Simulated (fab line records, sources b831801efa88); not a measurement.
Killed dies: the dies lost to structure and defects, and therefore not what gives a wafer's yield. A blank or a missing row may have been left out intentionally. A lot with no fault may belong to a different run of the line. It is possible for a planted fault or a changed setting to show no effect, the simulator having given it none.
Which tool did it?	flow gf180mcu	11 lots with 33 wafers sampled at 3 steps, on a route of 602 steps

## WHAT EACH GAUGE READ, for each wafer
GF_VT_IMPLANT_RS_MEAS_47: uses a four-point probe to measure.
lot	measured	on	NWELL_RS (ohm/sq)
L621	day 7 11:40	film metro-02	487.4 487.9 487.7
L623	day 8 04:04	film metro-03	486.3 487.1 488.6
L629	day 9 17:49	film metro-04	488.3 486.9 488.0
L630	day 10 04:40	film metro-03	489.0 485.9 486.5
L631	day 10 10:35	film metro-02	488.8 487.6 487.4
L632	day 10 16:59	film metro-02	466.2 468.4 466.2 465.9 468.2 466.6
L634	day 11 03:14	film metro-02	463.6 465.7 465.2 464.1 464.7 464.8
L641	day 13 02:38	film metro-02	489.6 489.3 487.7
L642	day 13 13:28	film metro-02	487.4 488.0 487.8
L643	day 13 17:25	film metro-03	490.9 489.4 489.1
L644	day 14 00:44	film metro-04	488.9 488.6 487.7

GF_VT_IMPLANT_RS_MEAS_48: uses a four-point probe to measure.
lot	measured	on	LVPWELL_RS (ohm/sq)
L621	day 7 11:47	film metro-02	1191 1194 1194
L623	day 8 04:11	film metro-03	1198 1195 1195
L629	day 9 17:56	film metro-04	1200 1194 1197
L630	day 10 04:47	film metro-03	1204 1205 1205
L631	day 10 10:42	film metro-02	1200 1198 1199
L632	day 10 21:31	film metro-02	1193 1195 1195
L634	day 11 06:17	film metro-02	1197 1200 1199
L641	day 13 02:45	film metro-02	1193 1201 1196
L642	day 13 13:35	film metro-02	1194 1197 1195
L643	day 13 17:32	film metro-03	1191 1190 1193
L644	day 14 00:52	film metro-04	1199 1195 1197

## TOOL THAT RAN EACH LOT (tool first, then ch and the chambers of the sampled wafers, then the start)
lot	GF_NWELL_IMPLANT_08
L621	implanter-01 ch 0, day 3 06:25
L623	implanter-04 ch 0, day 3 18:02
L629	implanter-03 ch 0, day 5 01:23
L630	implanter-04 ch 0, day 5 09:08
L631	implanter-03 ch 0, day 5 14:26
L632	implanter-03 ch 0, day 5 20:41
L634	implanter-03 ch 0, day 6 05:49
L641	implanter-04 ch 0, day 7 20:44
L642	implanter-01 ch 0, day 8 04:11
L643	implanter-04 ch 0, day 8 08:11
L644	implanter-01 ch 0, day 8 14:35
- GF_NWELL_IMPLANT_08

## AS READ BY THE TOOLS THEMSELVES (means over the sampled wafers that have a number; for cases with no such wafer, the mark the record gives instead)
GF_NWELL_IMPLANT_08.
lot	tool	beam energy keV	beam on s (s)	dose ions cm2	faraday current uA
L621	implanter-01	450.08	9.92	1.4999e+13	85.5
L623	implanter-04	450.11	10.05	1.4970e+13	84.3
L629	implanter-03	450.00	10.03	1.5011e+13	84.4
L630	implanter-04	450.10	9.85	1.5014e+13	85.6
L631	implanter-03	450.07	9.94	1.5016e+13	84.9
L632	implanter-03	450.01	9.98	1.6408e+13	92.5
L634	implanter-03	449.97	9.95	1.6408e+13	93.0
L641	implanter-04	450.10	9.94	1.5002e+13	85.3
L642	implanter-01	450.06	10.15	1.5007e+13	83.5
L643	implanter-04	450.07	9.93	1.5005e+13	85.2
L644	implanter-01	449.93	9.98	1.5005e+13	84.9

## THE ANSWER, worked out from the rows above alone
Rule: what is usual is taken from the lots themselves. Put in order of their means at a reading, lots are off if they are a third of the lots or fewer, leave a main group of 4 or more, and stand apart from it by a gap of 3 or more times the standard deviation of the main group's means; of several such gaps the widest counts. A main group whose means are all the same, to the digits that the tables above print for the reading, isn't used. Also off: a lot with no number at a reading for which 4 or more lots have one. Where the step has rows for the other lots, those lots are counted as sound. First the gauges in route order, then the tools' own readings, where a lot's mean is used as printed above. The first step at which some lot is off is used, and at that step the reading that is off furthest; a lot without a number counts as furthest.
Off: at GF_VT_IMPLANT_RS_MEAS_47 (NWELL_RS), L632, L634. The main group: mean 488.1 ohm/sq, standard deviation 0.79.
A tool fits if, at a process step before that reading, it ran every lot that is off, and no sound lot after the first of them. The gauges at GF_VT_IMPLANT_RS_MEAS_47 aren't tried: what is off there is off at GF_NWELL_IMPLANT_08 too, on other tools, and a gauge's error can't cause that. One fits: GF_NWELL_IMPLANT_08 on implanter-03. Its last sound lot is L631 (day 5 14:26), its first lot that is off L632 (day 5 20:41): a fault that began between those two fits.
The tool's own readings at GF_NWELL_IMPLANT_08 bear it out: on the lots that are off they differ by more than 5 times the standard deviation of the sound lots' means. dose ions cm2 reads 1.6408e+13 there against 1.5003e+13 on the sound lots; faraday current uA reads 92.8 there against 84.8 on the sound lots.

## WHAT THE SIMULATOR PUT IN
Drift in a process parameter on implanter-03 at GF_NWELL_IMPLANT_08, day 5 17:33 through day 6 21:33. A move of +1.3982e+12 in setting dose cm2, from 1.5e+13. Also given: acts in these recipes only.
Struck lots among those shown: L632, L634. Same finding as the rule above.
